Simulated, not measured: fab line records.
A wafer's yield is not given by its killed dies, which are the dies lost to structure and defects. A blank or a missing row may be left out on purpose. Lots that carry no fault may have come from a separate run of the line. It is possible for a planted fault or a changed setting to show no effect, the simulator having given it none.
Which tool is to blame? || flow gf180mcu || Sampling: 24 lots, 72 wafers, 3 of 602 route steps

## WHAT EACH GAUGE READ, for each wafer
GF_STI_THK_MEAS_22.
{"lot": "L074", "measured": "day 2 04:32", "on": "film_metro-01", "STI_OXIDATION_01_THK (nm)": "15.4 15.1 15.3"}
{"lot": "L075", "measured": "day 2 09:43", "on": "film_metro-02", "STI_OXIDATION_01_THK (nm)": "14.9 14.8 14.8"}
{"lot": "L076", "measured": "day 2 13:52", "on": "film_metro-02", "STI_OXIDATION_01_THK (nm)": "14.4 14.7 14.5"}
{"lot": "L077", "measured": "day 2 21:02", "on": "film_metro-04", "STI_OXIDATION_01_THK (nm)": "14.9 14.9 14.7"}
{"lot": "L078", "measured": "day 3 00:40", "on": "film_metro-04", "STI_OXIDATION_01_THK (nm)": "14.7 14.4 14.5"}
{"lot": "L079", "measured": "day 3 04:42", "on": "film_metro-04", "STI_OXIDATION_01_THK (nm)": "14.4 14.4 14.5"}
{"lot": "L080", "measured": "day 3 10:17", "on": "film_metro-04", "STI_OXIDATION_01_THK (nm)": "15.1 14.9 14.9"}
{"lot": "L081", "measured": "day 3 15:38", "on": "film_metro-02", "STI_OXIDATION_01_THK (nm)": "13.8 14.1 13.8"}
{"lot": "L082", "measured": "day 3 20:47", "on": "film_metro-01", "STI_OXIDATION_01_THK (nm)": "15.1 14.9 15.2"}
{"lot": "L083", "measured": "day 4 02:41", "on": "film_metro-04", "STI_OXIDATION_01_THK (nm)": "14.5 14.8 14.6"}
{"lot": "L084", "measured": "day 4 08:15", "on": "film_metro-04", "STI_OXIDATION_01_THK (nm)": "14.9 15.1 14.7"}
{"lot": "L085", "measured": "day 4 13:19", "on": "film_metro-01", "STI_OXIDATION_01_THK (nm)": "15.0 14.8 14.8"}
{"lot": "L086", "measured": "day 4 17:17", "on": "film_metro-04", "STI_OXIDATION_01_THK (nm)": "15.2 15.0 15.3"}
{"lot": "L087", "measured": "day 4 23:04", "on": "film_metro-02", "STI_OXIDATION_01_THK (nm)": "15.1 14.9 15.0"}
{"lot": "L088", "measured": "day 5 03:05", "on": "film_metro-04", "STI_OXIDATION_01_THK (nm)": "15.4 15.5 15.6"}
{"lot": "L089", "measured": "day 5 08:48", "on": "film_metro-04", "STI_OXIDATION_01_THK (nm)": "15.1 15.2 15.2"}
{"lot": "L090", "measured": "day 5 13:07", "on": "film_metro-04", "STI_OXIDATION_01_THK (nm)": "15.2 14.9 15.0"}
{"lot": "L091", "measured": "day 5 19:29", "on": "film_metro-01", "STI_OXIDATION_01_THK (nm)": "15.0 14.9 15.0"}
{"lot": "L092", "measured": "day 5 23:34", "on": "film_metro-04", "STI_OXIDATION_01_THK (nm)": "15.3 15.1 15.3"}
{"lot": "L093", "measured": "day 6 04:37", "on": "film_metro-02", "STI_OXIDATION_01_THK (nm)": "15.1 14.8 14.8"}
{"lot": "L094", "measured": "day 6 10:00", "on": "film_metro-04", "STI_OXIDATION_01_THK (nm)": "14.8 15.1 14.8"}
{"lot": "L095", "measured": "day 6 15:28", "on": "film_metro-01", "STI_OXIDATION_01_THK (nm)": "15.1 15.2 15.4"}
{"lot": "L096", "measured": "day 6 20:34", "on": "film_metro-02", "STI_OXIDATION_01_THK (nm)": "15.3 15.3 15.3"}
{"lot": "L097", "measured": "day 7 02:13", "on": "film_metro-01", "STI_OXIDATION_01_THK (nm)": "14.5 14.7 14.6"}

GF_VT_IMPLANT_TW_MEAS_10.
{"lot": "L074", "measured": "day 5 17:20", "on": "film_metro-02", "VT_IMPLANT_TW": "561 559 559"}
{"lot": "L075", "measured": "day 5 22:17", "on": "film_metro-04", "VT_IMPLANT_TW": "566 565 560"}
{"lot": "L076", "measured": "day 6 02:23", "on": "film_metro-04", "VT_IMPLANT_TW": "563 562 561"}
{"lot": "L077", "measured": "day 6 10:52", "on": "film_metro-02", "VT_IMPLANT_TW": "557 559 559"}
{"lot": "L078", "measured": "day 6 15:09", "on": "film_metro-03", "VT_IMPLANT_TW": "557 557 556"}
{"lot": "L079", "measured": "day 6 22:40", "on": "film_metro-04", "VT_IMPLANT_TW": "563 565 557"}
{"lot": "L080", "measured": "day 7 03:42", "on": "film_metro-02", "VT_IMPLANT_TW": "562 563 562"}
{"lot": "L081", "measured": "day 7 09:56", "on": "film_metro-03", "VT_IMPLANT_TW": "553 556 556"}
{"lot": "L082", "measured": "day 7 15:56", "on": "film_metro-02", "VT_IMPLANT_TW": "560 560 560"}
{"lot": "L083", "measured": "day 8 00:58", "on": "film_metro-04", "VT_IMPLANT_TW": "565 565 567"}
{"lot": "L084", "measured": "day 8 07:07", "on": "film_metro-04", "VT_IMPLANT_TW": "565 563 564"}
{"lot": "L085", "measured": "day 8 12:22", "on": "film_metro-03", "VT_IMPLANT_TW": "553 554 555"}
{"lot": "L086", "measured": "day 8 17:23", "on": "film_metro-04", "VT_IMPLANT_TW": "566 566 566"}
{"lot": "L087", "measured": "day 9 00:22", "on": "film_metro-04", "VT_IMPLANT_TW": "561 566 563"}
{"lot": "L088", "measured": "day 9 05:26", "on": "film_metro-03", "VT_IMPLANT_TW": "557 553 552"}
{"lot": "L089", "measured": "day 9 10:49", "on": "film_metro-04", "VT_IMPLANT_TW": "565 562 563"}
{"lot": "L090", "measured": "day 9 15:58", "on": "film_metro-04", "VT_IMPLANT_TW": "565 565 563"}
{"lot": "L091", "measured": "day 10 00:29", "on": "film_metro-03", "VT_IMPLANT_TW": "558 558 559"}
{"lot": "L092", "measured": "day 10 04:58", "on": "film_metro-04", "VT_IMPLANT_TW": "570 566 568"}
{"lot": "L093", "measured": "day 10 11:26", "on": "film_metro-02", "VT_IMPLANT_TW": "561 563 563"}
{"lot": "L094", "measured": "day 10 16:58", "on": "film_metro-04", "VT_IMPLANT_TW": "572 567 568"}
{"lot": "L095", "measured": "day 11 01:50", "on": "film_metro-03", "VT_IMPLANT_TW": "552 554 555"}
{"lot": "L096", "measured": "day 11 06:46", "on": "film_metro-02", "VT_IMPLANT_TW": "561 561 561"}
{"lot": "L097", "measured": "day 11 15:31", "on": "film_metro-02", "VT_IMPLANT_TW": "561 559 560"}

GF_VT_IMPLANT_RS_MEAS_47: uses a four-point probe to measure.
{"lot": "L074", "measured": "day 7 15:40", "on": "film_metro-03", "NWELL_RS (ohm/sq)": "487.8 488.7 487.5"}
{"lot": "L075", "measured": "day 7 20:23", "on": "film_metro-01", "NWELL_RS (ohm/sq)": "486.7 487.5 487.4"}
{"lot": "L076", "measured": "day 8 02:04", "on": "film_metro-03", "NWELL_RS (ohm/sq)": "487.1 487.4 488.0"}
{"lot": "L077", "measured": "day 8 10:14", "on": "film_metro-02", "NWELL_RS (ohm/sq)": "489.3 488.4 489.4"}
{"lot": "L078", "measured": "day 8 15:44", "on": "film_metro-03", "NWELL_RS (ohm/sq)": "486.0 486.2 486.0"}
{"lot": "L079", "measured": "day 8 23:31", "on": "film_metro-01", "NWELL_RS (ohm/sq)": "488.7 488.6 488.8"}
{"lot": "L080", "measured": "day 9 05:05", "on": "film_metro-01", "NWELL_RS (ohm/sq)": "487.2 488.4 487.3"}
{"lot": "L081", "measured": "day 9 11:55", "on": "film_metro-01", "NWELL_RS (ohm/sq)": "487.8 487.3 486.9"}
{"lot": "L082", "measured": "day 9 18:20", "on": "film_metro-03", "NWELL_RS (ohm/sq)": "487.2 485.7 486.8"}
{"lot": "L083", "measured": "day 10 04:26", "on": "film_metro-02", "NWELL_RS (ohm/sq)": "487.1 488.7 488.0"}
{"lot": "L084", "measured": "day 10 10:41", "on": "film_metro-01", "NWELL_RS (ohm/sq)": "487.8 488.6 486.6"}
{"lot": "L085", "measured": "day 10 16:52", "on": "film_metro-01", "NWELL_RS (ohm/sq)": "485.5 487.5 486.2"}
{"lot": "L086", "measured": "day 10 21:59", "on": "film_metro-01", "NWELL_RS (ohm/sq)": "489.7 486.9 487.6"}
{"lot": "L087", "measured": "day 11 06:08", "on": "film_metro-02", "NWELL_RS (ohm/sq)": "490.1 488.9 488.4"}
{"lot": "L088", "measured": "day 11 11:44", "on": "film_metro-02", "NWELL_RS (ohm/sq)": "484.1 484.5 484.9"}
{"lot": "L089", "measured": "day 11 17:04", "on": "film_metro-03", "NWELL_RS (ohm/sq)": "487.8 488.0 487.2"}
{"lot": "L090", "measured": "day 11 22:33", "on": "film_metro-02", "NWELL_RS (ohm/sq)": "485.8 487.7 487.2"}
{"lot": "L091", "measured": "day 12 09:01", "on": "film_metro-02", "NWELL_RS (ohm/sq)": "487.5 489.4 488.2"}
{"lot": "L092", "measured": "day 12 13:33", "on": "film_metro-02", "NWELL_RS (ohm/sq)": "491.1 488.2 489.9"}
{"lot": "L093", "measured": "day 12 20:34", "on": "film_metro-02", "NWELL_RS (ohm/sq)": "489.4 488.5 489.6"}
{"lot": "L094", "measured": "day 13 01:28", "on": "film_metro-03", "NWELL_RS (ohm/sq)": "486.0 486.5 487.4"}
{"lot": "L095", "measured": "day 13 12:23", "on": "film_metro-01", "NWELL_RS (ohm/sq)": "490.3 489.7 489.4"}
{"lot": "L096", "measured": "day 13 18:13", "on": "film_metro-03", "NWELL_RS (ohm/sq)": "486.9 485.6 485.6"}
{"lot": "L097", "measured": "day 14 04:29", "on": "film_metro-02", "NWELL_RS (ohm/sq)": "485.8 484.8 484.6"}

## TOOL THAT RAN EACH LOT (tool first, then ch and the chambers of the sampled wafers, then the start)
Record: no process step prior to these readings.

## AS READ BY THE TOOLS THEMSELVES (means over the sampled wafers that have a number; for cases with no such wafer, the mark the record gives instead)
The record holds no such reading with a usual standard deviation.

## THE ANSWER, worked out from the rows above alone
Rule: the usual values come from the lots themselves. Put in order of their means at a reading, lots are off if they are a third of the lots or fewer, leave a main group of 4 or more, and stand apart from it by a gap of 3 or more times the standard deviation of the main group's means; of several such gaps the widest counts. The tables above print the reading to a certain number of digits; a main group whose means all agree to those digits is not used. Also off: a lot with no number at a reading for which 4 or more lots have one. Where the step has rows for the other lots, those lots are counted as sound. First the gauges in route order, then the tools' own readings, where a lot's mean is used as printed above. At the first step where some lot is off, the reading lying furthest off is the one used; lots without a number count as furthest.
None of the lots is off at any reading shown; this tells nothing.

## WHAT THE SIMULATOR PUT IN
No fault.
